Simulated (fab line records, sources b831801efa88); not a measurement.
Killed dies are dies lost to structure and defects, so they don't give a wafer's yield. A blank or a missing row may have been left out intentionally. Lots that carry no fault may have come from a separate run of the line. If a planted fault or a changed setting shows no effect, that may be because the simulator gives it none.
Code-filled problem report in 8D (eight disciplines) form | flow gf180mcu | the parts of the form that need people (team, actions taken, sign-off) are left out

1. PROBLEM STATEMENT
GF_M4_SPUTTER_04, cathode dc power W: mean 6123.1 W over 1 wafer from 1 lot; wafers with no fault: 6500.2 W, standard deviation 1.2. That is -99 or more standard deviations from the usual mean.
The step: material TiN, target thk 50 nm, time 41.7 s.
The first sign was on wafer L814.2 at day 24 00:13, on pvd sputter-01. Wafers with a number at this step in the record: 15, from 5 lots. Rule for "out" (also "out of limits"): further than 4 standard deviations from the usual mean. The other wafers with a number count as sound.

2. WHAT IT IS AND WHAT IT IS NOT
question                    | is                 | is not
which readings at this step | cathode dc power W | throttle valve pct
which lots                  | L814               | L818, L824, L830, L832
which wafers of those lots  | L814.2             | L814.1, L814.5
read on which tools         | pvd sputter-01     | pvd sputter-02, pvd sputter-04
when                        | from day 24 00:13  | up to then (2 sound wafers); but 12 sound wafers of L818, L824, L830, L832 came after

3. SUSPECTS, AND WHAT RULES EACH OUT
Counting: a tool at a process step up to the reading stays a suspect if it ran every lot that is out. Sound lots after the first of them don't rule it out here, since some wafers of a struck lot are sound.
- pvd sputter-03 at GF_V3_SPUTTER_22 (material TiN, target thk 10 nm, time 40 s): kept. It ran the lot that is out, L814 (day 23 23:24).
- cvd w-01 at GF_V3_CVD_23 (deposits W, target thk 350 nm, time 104.9 s): kept. It ran the lot that is out, L814 (day 23 23:26).
- pvd sputter-01 at GF_M4_SPUTTER_04 (material TiN, target thk 50 nm, time 41.7 s): kept. It ran the lot that is out, L814 (day 24 00:13). Out on those wafers are its own readings of cathode dc power W.
pvd sputter-03 at GF_V3_SPUTTER_22, cvd w-01 at GF_V3_CVD_23 and pvd sputter-01 at GF_M4_SPUTTER_04 are what is left after counting.

4. THE CAUSE (what the simulator had put in)
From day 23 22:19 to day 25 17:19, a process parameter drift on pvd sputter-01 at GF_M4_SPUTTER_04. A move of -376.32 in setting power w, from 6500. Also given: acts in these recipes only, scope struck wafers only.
Counting leaves 3 suspects; this tool is one of them.

5. THE CHAIN OF EFFECTS, in route order
Each row: a reading where the mean over the struck wafers with a number is more than 3 standard deviations away from the usual. Only readings whose record carries a usual standard deviation are examined. hours: median over the lots of the time between each lot's start at the first step of this table that gives one and its start at this step. sigmas: the change, counted in usual standard deviations.
hours | step             | reading            | usual    | on struck wafers | change | sigmas
0     | GF_M4_SPUTTER_04 | cathode dc power W | 6500.2 W | 6123.1           | -377.1 | -99 or more
It contains these process steps:
- GF_M4_SPUTTER_04: material TiN, target thk 50 nm, time 41.7 s.
Later measuring or inspecting steps at which every struck wafer that the step has a row for has a number for every such reading, and none has moved that far: GF_M4_RS_MEAS_05, GF_M4_THK_MEAS_06, GF_M4_CD_MEAS_14, GF_M4_OVL_MEAS_15, GF_V4_THK_MEAS_01, GF_V4_THK_MEAS_03, GF_V4_BOW_MEAS_05.

6. HOW IT WOULD HAVE BEEN CAUGHT EARLIER
The fault began at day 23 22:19; the first out-of-limits reading in this record came at day 24 00:13, 2 hours later.
